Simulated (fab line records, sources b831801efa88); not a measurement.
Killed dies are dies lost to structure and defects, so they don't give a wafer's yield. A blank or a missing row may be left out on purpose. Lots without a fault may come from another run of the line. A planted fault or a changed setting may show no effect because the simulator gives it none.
A struck lot beside a sound one | flow gf180mcu | 37 steps out of a route of 602
Sound: wafers L210.2, L210.4, L210.5. Struck: wafers L196.3, L196.4, L196.5. The cause comes at the end.
At each step with rows: each side's tool, then ch and its chambers, then its first start. Under that, the readings that differ: sound wafers | struck wafers | difference of the means | sigmas: that difference in standard deviations of wafers without a fault.
alike: readings whose means differ by less than 2 such deviations, and words and numbers that are the same on both sides. not compared: withheld readings, readings that some wafer has no value for, bounds like >300 that may hide the same value, and numbers for which the record gives no deviation and whose values overlap.
The two part at a step that has a row with sigmas, a row that says differs or no value, or rows on one side only. Numbers that don't overlap but have no deviation are shown without sigmas and don't part them. A reading that every wafer of one side lacks parts them only if that side has two wafers or more.

first, 8 steps without rows for these wafers: GF_POLY_GATE_DEVELOP_09 (develop time 60 s); GF_POLY_GATE_ETCH_12 (etches BARC in N2/H2); GF_POLY_GATE_ETCH_13 (etches poly-Si in HBr/Cl2, stops on SiO2, target depth 198.5 nm, time 69.6 s); GF_POLY_GATE_STRIP_14 (strips in O2/N2); GF_POLY_GATE_CLEAN_15 (cleans in SC1/SC2, time 150 s); GF_POLY_GATE_OXIDATION_16 (stabilise 600 s, purge 300 s, target thk 4 nm); GF_HV_LDD_DEHYDRATE_00 (time 60 s); GF_HV_LDD_HMDS_01 (prime time 60 s).
GF_HV_LDD_COAT_02: resist thk 1000 nm.
  sound on litho_track-02 ch 0, day 15 23:37; struck on litho_track-03, day 11 19:27
  no value came back on the struck wafers for chill_plate_temp_C (C), dispense_pressure_kPa (kPa), resist_line_temp_C (C); on the sound wafers chill_plate_temp_C (C) reads 23.06 23.05 23.05
then, 4 steps without rows for these wafers: GF_HV_LDD_SOFTBAKE_03 (time 60 s); GF_HV_LDD_EXPOSE_04 (exposes mask Nplus LV AREA, target cd 400 nm); GF_HV_LDD_PEB_05; GF_HV_LDD_DEVELOP_06 (develop time 60 s).
GF_HV_LDD_CD_MEAS_07: target cd 400 nm.
  sound on cd_sem-01, day 16 10:58; struck on cd_sem-02, day 12 05:23
  reading    | sound             | struck | difference                    | sigmas
  cd_nm (nm) | 401.2 399.7 402.0 | - - -  | no value on the struck wafers |
GF_HV_LDD_OVL_MEAS_08:
  sound on overlay-01, day 16 11:04; struck on overlay-01, day 12 05:28
  reading         | sound       | struck | difference                    | sigmas
  HV_LDD_OVL (nm) | 0.4 3.0 1.2 | - - -  | no value on the struck wafers |
then, 11 steps without rows for these wafers: GF_HV_LDD_IMPLANT_09; GF_HV_LDD_STRIP_10 (strips in O2/N2); GF_HV_LDD_DEHYDRATE_12 (time 60 s); GF_HV_LDD_HMDS_13 (prime time 60 s); GF_HV_LDD_COAT_14 (resist thk 1000 nm); GF_HV_LDD_SOFTBAKE_15 (time 60 s); GF_HV_LDD_EXPOSE_16 (exposes mask Pplus LV AREA, target cd 400 nm); GF_HV_LDD_PEB_17; GF_HV_LDD_DEVELOP_18 (develop time 60 s); GF_HV_LDD_IMPLANT_21; GF_HV_LDD_STRIP_22 (strips in O2/N2).
GF_HV_LDD_TW_MEAS_23:
  sound on film_metro-03, day 17 10:26; struck on film_metro-03, day 13 01:13
  reading     | sound          | struck         | difference | sigmas
  HV_LDD_2_TW | 1073 1082 1076 | 2477 2477 2468 | +1397      | +99 or more
then, 7 steps without rows for these wafers: GF_HV_LDD_DEHYDRATE_24 (time 60 s); GF_HV_LDD_HMDS_25 (prime time 60 s); GF_HV_LDD_COAT_26 (resist thk 1000 nm); GF_HV_LDD_SOFTBAKE_27 (time 60 s); GF_HV_LDD_EXPOSE_28 (exposes mask Nplus HV AREA, target cd 400 nm); GF_HV_LDD_PEB_29; GF_HV_LDD_DEVELOP_30 (develop time 60 s).
GF_HV_LDD_TW_MEAS_38:
  sound on film_metro-03, day 18 10:47; struck on film_metro-04, day 13 22:18
  reading     | sound          | struck         | difference | sigmas
  HV_LDD_3_TW | 1461 1453 1452 | 2540 2554 2559 | +1096      | +68
GF_HV_LDD_TW_MEAS_50:
  sound on film_metro-04, day 19 12:05; struck on film_metro-04, day 14 19:28
  reading     | sound       | struck         | difference | sigmas
  HV_LDD_4_TW | 573 570 571 | 2417 2438 2439 | +1860      | +99 or more
-- the record jumps here: 16 days lie between the struck wafers' starts before and after (it left off in module HV_LDD and takes up again in module PASSIVATION, whose first step shown is number 602 of the route) --
GF_PASSIVATION_PROBE_99:
  the record has rows for the struck wafers here (prober-01, day 31 05:29) and none for the sound ones

WHERE THEY PART
First at GF_HV_LDD_COAT_02; last, within this record, at GF_PASSIVATION_PROBE_99.

WHY: what the simulator had put in
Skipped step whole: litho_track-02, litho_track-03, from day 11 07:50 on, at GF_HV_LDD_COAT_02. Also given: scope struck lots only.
